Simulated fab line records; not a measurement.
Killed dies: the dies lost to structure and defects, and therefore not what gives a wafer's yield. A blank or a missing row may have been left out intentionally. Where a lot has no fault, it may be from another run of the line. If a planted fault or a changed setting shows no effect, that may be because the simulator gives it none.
fab line records	flow sky130
record: lots: 14	wafers: 42	last_day: 51
route steps=708 shown CONTACT@410 METAL1@437 VIA1@467
lots that met no fault: from a run of the same line without faults
start_h: hours from the record's first day to the start of the lot's first wafer shown	wait_h: hours elapsed since this lot's preceding step	" as in the row above	L1.1+2: a single row standing in for several wafers	- either no value or no given start	* or withheld: withheld	< > ~ a bound
route shown NAME@n: a module of which the file shows steps, and the number in the route of the first	usual: mean/standard deviation taken from wafers without a fault	same: alike in all rows	chamber/n: place in a boat	sites: per-site readings	_std_site: standard deviation across them	_edge_site: mean of outer sites minus mean of inner sites	radius_mm: how far each site lies from the wafer's centre	mask NAME#n: copy n	behind: the most recent tool/chamber to have shaped the wafer	hold: reason for holding the lot/hours on hold/outcome of the hold	device: which transistor (n, p or np) failed to switch	end of line: the tests these same wafers got at the end of their route	for a step that has no rows: nothing shown but its recipe	killed: at the first sort, the dies lost to defects and structure; wafer yield is something else	map: a wafer's dies, x killed, . not, _ none there
set.NAME: the setting the step ran with; set.NAME@STEP: the setting that earlier step ran with	model.NAME: the simulator's own value behind a step, which no gauge read
a sample of lots followed through the steps of the route, with each step as a table and each wafer as a row
services: when a tool's chamber went out of use (start_h, in hours from the record's first day, below 0 if earlier), for how many hours, and the reason
== steps ==
step: SKY_CONTACT_CMP_04
recipe: material: SiO2	down_force_psi: 4	platen_rpm: 60	pad_velocity_m_s: 0.94248
usual: motor_current_A: 11.8/1.3	time_to_endpoint_s: 84/5.1
lot.wafer	tool	chamber	start_h	wait_h	motor_current_A	time_to_endpoint_s
L406.4	cmp-02	0	725.87	0.1	9.7	77
L406.1	"	1	"	"	12.2	77
L406.3	"	2	"	"	11.2	84
L408.2	cmp-02	1	748.44	0.1	12.9	80
L408.4	"	2	"	"	12.4	84
L408.1	"	3	"	"	12.8	89
L409.4	cmp-02	2	750.03	0.5	12.6	88
L409.6	"	1	"	"	11.6	83
L409.5	"	2	"	"	12.1	91
L407.1	cmp-02	2	751.57	0.1	12.6	85
L407.4	"	3	"	"	12.6	95
L407.6	"	2	"	"	11.9	93
L411.3	cmp-02	1	771.60	2.3	12.0	80
L411.6	"	0	"	"	9.5	76
L411.5	"	1	"	"	12.1	75
L413.2	cmp-01	2	777.87	0.0	11.1	82
L413.3	"	0	"	"	14.1	88
L413.1	"	1	"	"	12.2	84
L412.2	cmp-01	0	779.82	0.0	13.6	91
L412.4	"	1	"	"	12.3	86
L412.5	"	1	"	"	11.9	87
L414.2	cmp-01	3	797.30	0.1	11.5	94
L414.6	"	1	"	"	11.1	94
L414.5	"	2	"	"	10.9	85
L415.2	cmp-02	0	801.26	0.1	9.9	77
L415.4	"	2	"	"	12.2	87
L415.6	"	3	"	"	11.5	87
L417.1	cmp-02	0	813.62	0.1	10.0	79
L417.4	"	2	"	"	12.9	88
L417.5	"	1	"	"	11.3	80
L418.1	cmp-01	2	831.27	0.2	10.9	81
L418.4	"	0	"	"	14.9	85
L418.5	"	3	"	"	11.2	90
L421.2	cmp-02	1	848.16	0.1	11.8	81
L421.1	"	3	"	"	11.8	86
L421.5	"	0	"	"	9.4	78
L428.1	cmp-01	1	886.92	0.1	12.7	89
L428.4	"	2	"	"	11.0	91
L428.6	"	2	"	"	11.3	83
L429.1	cmp-01	0	901.47	0.1	14.9	85
L429.3	"	1	"	"	11.7	84
L429.4	"	2	"	"	10.9	81
step: SKY_CONTACT_ETCH_16
recipe: chemistry: N2/H2	target: BARC	ion_energy_ev: 200	source_w: 500	bias_w: 100	pressure_mtorr: 30	n2_flow_sccm: 100	h2_flow_sccm: 200	stop_on: SiO2	time_s: 45.9	target_depth_a: 600
usual: drypump_motor_current_A: 5.9/0.38	oes_product_au: 0.856/0.0046	throttle_valve_pct: 13.225/0.0088
lot.wafer	tool	chamber	start_h	wait_h	drypump_motor_current_A	oes_product_au	rf_hours_counter_h	throttle_valve_pct
L406.1	rie_diel-03	0	753.86	0.0	5.8	0.850	0	13.210
L406.3	"	1	"	"	5.3	0.863	19	13.225
L406.4	"	3	"	"	6.3	0.856	3	13.236
L408.1	rie_diel-02	3	776.26	0.0	6.0	0.865	8	13.234
L408.2	"	2	"	"	6.2	0.853	20	13.221
L408.4	"	0	"	"	6.2	0.856	11	13.227
L409.4	rie_diel-03	0	777.91	0.0	5.9	0.859	1	13.232
L409.5	"	3	"	"	6.3	0.851	-	13.215
L409.6	"	0	"	"	5.9	0.862	-	13.207
L407.1	rie_diel-02	1	779.46	0.0	5.5	0.860	1	13.232
L407.4	"	0	"	"	6.2	0.855	12	13.227
L407.6	"	3	"	"	6.0	0.857	-	13.209
L411.3	rie_diel-01	2	799.44	0.0	5.9	0.853	11	13.227
L411.5	"	3	"	"	5.6	0.860	-	13.242
L411.6	"	2	"	"	5.9	0.856	-	13.225
L413.1	rie_diel-03	0	806.39	0.0	5.9	0.857	2	13.228
L413.2	"	3	"	"	6.3	0.854	5	13.224
L413.3	"	1	"	"	5.3	0.860	20	13.221
L412.2	rie_diel-03	3	807.38	0.0	6.3	0.849	5	13.231
L412.4	"	0	"	"	5.9	0.854	2	13.220
L412.5	"	2	"	"	5.6	0.859	-	13.233
L414.2	rie_diel-01	3	824.49	0.0	5.6	0.859	13	13.227
L414.5	"	3	"	"	5.6	0.860	-	13.233
L414.6	"	0	"	"	6.7	0.858	-	13.234
L415.2	rie_diel-03	1	828.54	0.0	5.4	0.855	21	13.237
L415.4	"	2	"	"	5.7	0.848	1	13.237
L415.6	"	2	"	"	5.7	0.850	-	13.226
L417.1	rie_diel-03	2	841.41	0.0	5.7	0.850	2	13.222
L417.4	"	0	"	"	5.9	0.855	3	13.225
L417.5	"	0	"	"	5.8	0.856	-	13.225
L418.1	rie_diel-01	0	858.29	0.0	6.7	0.850	3	13.204
L418.4	"	1	"	"	5.5	0.857	9	13.216
L418.5	"	3	"	"	5.6	0.852	-	13.233
L421.1	rie_diel-03	2	875.24	0.0	5.6	0.863	3	13.219
L421.2	"	3	"	"	6.3	0.853	7	13.222
L421.5	"	3	"	"	6.3	0.855	-	13.230
L428.1	rie_diel-01	2	914.12	0.0	5.9	0.857	15	13.230
L428.4	"	0	"	"	6.7	0.856	5	13.221
L428.6	"	0	"	"	6.7	0.853	-	13.213
L429.1	rie_diel-03	0	927.08	0.0	5.8	0.852	5	13.215
L429.3	"	3	"	"	6.3	0.854	9	13.217
L429.4	"	2	"	"	5.6	0.857	-	13.223
step: SKY_METAL1_SPUTTER_03
recipe: material: Ti	target_thk_nm: 5	power_w: 3000	time_s: 3.3	chamber_pressure_pa: 0.4
usual: throttle_valve_pct: 30.1/1.1
lot.wafer	tool	chamber	start_h	wait_h	throttle_valve_pct
L406.1	pvd_sputter-01	-	756.85	0.0	29.5
L406.3	"	-	"	"	31.5
L406.4	"	-	"	"	31.0
L408.1	pvd_sputter-03	-	777.78	0.0	29.7
L408.2	"	-	"	"	28.7
L408.4	"	-	"	"	29.4
L409.4	pvd_sputter-03	-	779.40	0.0	29.6
L409.5	"	-	"	"	29.6
L409.6	"	-	"	"	28.7
L407.1	pvd_sputter-01	-	780.97	0.0	31.2
L407.4	"	-	"	"	30.8
L407.6	"	-	"	"	29.6
L411.3	pvd_sputter-01	-	800.89	0.0	31.3
L411.5	"	-	"	"	30.0
L411.6	"	-	"	"	31.2
L413.1	pvd_sputter-03	-	807.85	0.0	29.3
L413.2	"	-	"	"	29.9
L413.3	"	-	"	"	28.7
L412.2	pvd_sputter-02	-	808.84	0.0	28.6
L412.4	"	-	"	"	31.7
L412.5	"	-	"	"	29.8
L414.2	pvd_sputter-01	-	825.94	0.0	31.0
L414.5	"	-	"	"	31.1
L414.6	"	-	"	"	31.4
L415.2	pvd_sputter-03	-	829.99	0.0	29.5
L415.4	"	-	"	"	29.9
L415.6	"	-	"	"	29.6
L417.1	pvd_sputter-02	-	842.99	0.0	31.8
L417.4	"	-	"	"	28.5
L417.5	"	-	"	"	31.7
L418.1	pvd_sputter-02	-	860.41	0.0	31.6
L418.4	"	-	"	"	28.5
L418.5	"	-	"	"	28.5
L421.1	pvd_sputter-01	-	876.69	0.0	31.1
L421.2	"	-	"	"	31.5
L421.5	"	-	"	"	30.9
L428.1	pvd_sputter-02	-	915.57	0.0	31.3
L428.4	"	-	"	"	28.5
L428.6	"	-	"	"	31.1
L429.1	pvd_sputter-03	-	928.52	0.0	30.0
L429.3	"	-	"	"	29.5
L429.4	"	-	"	"	28.8
step: SKY_VIA1_EXPOSE_09
recipe: mask_id: VIM	na: 0.8	source_shape: annular	sigma_inner: 0.55	sigma_outer: 0.85	target_cd_nm: 150	dose_mj: 38
usual: exposure_dose_mJ_cm2: 37.99/0.073
same: sigma_inner: 0.55
lot.wafer	tool	chamber	start_h	wait_h	mask	exposure_dose_mJ_cm2
L406.1	krf_scanner-01	0	798.67	-	VIM#0	37.87
L406.3	"	0	"	"	VIM#0	37.88
L406.4	"	0	"	"	VIM#0	37.92
L408.1	krf_scanner-01	0	820.51	-	VIM#0	37.95
L408.2	"	0	"	"	VIM#0	37.95
L408.4	"	0	"	"	VIM#0	37.95
L409.4	krf_scanner-02	0	821.96	-	VIM#0	38.08
L409.5	"	0	"	"	VIM#0	38.04
L409.6	"	0	"	"	VIM#0	38.05
L407.1	krf_scanner-01	0	823.68	-	VIM#0	37.95
L407.4	"	0	"	"	VIM#0	37.90
L407.6	"	0	"	"	VIM#0	37.93
L411.3	krf_scanner-02	0	843.15	-	VIM#0	38.10
L411.5	"	0	"	"	VIM#0	38.07
L411.6	"	0	"	"	VIM#0	38.10
L413.1	krf_scanner-01	0	849.76	-	VIM#0	37.91
L413.2	"	0	"	"	VIM#0	37.97
L413.3	"	0	"	"	VIM#0	37.97
L412.2	krf_scanner-01	0	851.14	-	VIM#0	37.98
L412.4	"	0	"	"	VIM#0	37.94
L412.5	"	0	"	"	VIM#0	37.88
L414.2	krf_scanner-02	0	867.08	-	VIM#0	38.04
L414.5	"	0	"	"	VIM#0	38.04
L414.6	"	0	"	"	VIM#0	38.02
L415.2	krf_scanner-01	0	872.18	-	VIM#0	37.94
L415.4	"	0	"	"	VIM#0	37.92
L415.6	"	0	"	"	VIM#0	37.92
L417.1	krf_scanner-02	0	884.76	-	VIM#0	41.27
L417.4	"	0	"	"	VIM#0	41.33
L417.5	"	0	"	"	VIM#0	41.24
L418.1	krf_scanner-02	0	902.40	-	VIM#0	40.65
L418.4	"	0	"	"	VIM#0	40.71
L418.5	"	0	"	"	VIM#0	40.68
L421.1	krf_scanner-01	0	917.21	-	VIM#0	37.98
L421.2	"	0	"	"	VIM#0	37.96
L421.5	"	0	"	"	VIM#0	37.99
L428.1	krf_scanner-01	0	954.91	-	VIM#0	37.88
L428.4	"	0	"	"	VIM#0	37.87
L428.6	"	0	"	"	VIM#0	37.88
L429.1	krf_scanner-01	0	968.33	-	VIM#0	37.95
L429.3	"	0	"	"	VIM#0	37.98
L429.4	"	0	"	"	VIM#0	37.96
step: SKY_VIA1_CD_MEAS_12
recipe: target_cd_nm: 150
usual: cd_nm: 149.6/1.3
lot.wafer	tool	chamber	start_h	wait_h	cd_nm
L406.1	cd_sem-02	-	811.61	-	151.8
L406.3	"	-	"	"	150.1
L406.4	"	-	"	"	152.8
L408.1	cd_sem-01	-	833.82	-	149.7
L408.2	"	-	"	"	149.7
L408.4	"	-	"	"	150.3
L409.4	cd_sem-02	-	834.97	-	149.5
L409.5	"	-	"	"	147.9
L409.6	"	-	"	"	150.9
L407.1	cd_sem-01	-	836.92	-	149.4
L407.4	"	-	"	"	149.3
L407.6	"	-	"	"	148.2
L411.3	cd_sem-02	-	856.45	-	149.4
L411.5	"	-	"	"	150.6
L411.6	"	-	"	"	148.0
L413.1	cd_sem-01	-	863.11	-	150.5
L413.2	"	-	"	"	149.2
L413.3	"	-	"	"	149.6
L412.2	cd_sem-01	-	864.13	-	149.5
L412.4	"	-	"	"	150.3
L412.5	"	-	"	"	149.5
L414.2	cd_sem-01	-	879.80	-	150.7
L414.5	"	-	"	"	150.4
L414.6	"	-	"	"	150.5
L415.2	cd_sem-02	-	885.19	-	149.5
L415.4	"	-	"	"	152.5
L415.6	"	-	"	"	151.0
L417.1	cd_sem-01	-	897.93	-	163.0
L417.4	"	-	"	"	165.0
L417.5	"	-	"	"	164.7
L418.1	cd_sem-01	-	914.91	-	160.5
L418.4	"	-	"	"	160.3
L418.5	"	-	"	"	161.8
L421.1	cd_sem-02	-	928.96	-	148.9
L421.2	"	-	"	"	151.2
L421.5	"	-	"	"	149.2
L428.1	cd_sem-01	-	966.86	-	151.4
L428.4	"	-	"	"	151.3
L428.6	"	-	"	"	150.6
L429.1	cd_sem-02	-	980.56	-	148.0
L429.3	"	-	"	"	147.6
L429.4	"	-	"	"	147.1
== services ==
tool	chamber	start_h	hours	kind
cmp-01	-	710.93	0.5	repair
krf_scanner-01	-	725.90	1.3	pm
cmp-02	-	733.95	2.6	repair
krf_scanner-01	-	736.63	0.2	repair
cmp-02	-	740.93	1.0	repair
cmp-01	-	747.61	25.7	repair
cmp-02	-	751.87	4.0	pm
rie_diel-03	2	760.36	4.0	repair
cmp-02	-	762.64	0.6	repair
cmp-02	-	768.50	2.5	repair
cmp-02	-	798.65	2.1	repair
cmp-01	-	809.50	5.1	pm
cmp-02	-	838.63	3.8	pm
krf_scanner-01	-	844.34	0.5	repair
cmp-01	-	847.83	5.3	repair
krf_scanner-01	-	862.74	0.8	pm
krf_scanner-01	-	868.88	1.0	pm
krf_scanner-01	-	875.00	0.4	repair
rie_diel-03	0	896.43	10.0	repair
krf_scanner-01	-	901.80	1.3	pm
krf_scanner-01	-	918.71	0.8	repair
rie_diel-03	0	936.03	8.2	repair
cmp-02	-	936.58	9.3	repair
rie_diel-03	-	965.00	2.8	pm
== key ==
first_sign: step: SKY_VIA1_EXPOSE_09	reading: exposure_dose_mJ_cm2	direction: up	sigmas: 41	usual: *	struck: *
effect: step: SKY_VIA1_CD_MEAS_12	reading: cd_nm	direction: up	sigmas: 9.8	usual: 149.6	struck: 162.6	through: control_loop
met_at SKY_VIA1_EXPOSE_09
struck_lots L417,L418
rows_end L417.1,L417.5
sort_left_out L417.4,L418.1,L418.4,L418.5
tester_left_out L418
loop_trim: step: SKY_VIA1_EXPOSE_09	setting: dose	lots: L418
not_acting_at SKY_CONTACT_CMP_04,SKY_CONTACT_ETCH_16,SKY_METAL1_SPUTTER_03
onset_between 867.08 884.76
earlier_fault: kind: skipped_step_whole	tool: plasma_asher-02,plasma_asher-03	chamber: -	onset_h: 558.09	steps: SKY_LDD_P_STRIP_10	scope: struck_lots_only
fault: kind: process_parameter_drift	tool: krf_scanner-02	chamber: -	onset_h: 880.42	steps: SKY_VIA1_EXPOSE_09	channel: dose_mj	offset: 3.2587	shape: step	acts_in: these_recipes_only	stated: 38
tester_left_out: of these lots the tester's yield and bins aren't shown, on N5 and GAA mostly nor the transistor test; their killed dies are dies lost to structure and defects alone, not to doping, threshold or leakage, so they don't give the yield
sort_left_out: the simulated sort isn't trusted on such a fault, so these wafers' sort isn't shown, and their yield isn't known
rows_end: these wafers met a further fault down the route, and their rows from its step on are left out
loop_trim: a control loop set the setting to another value than it would have without faults
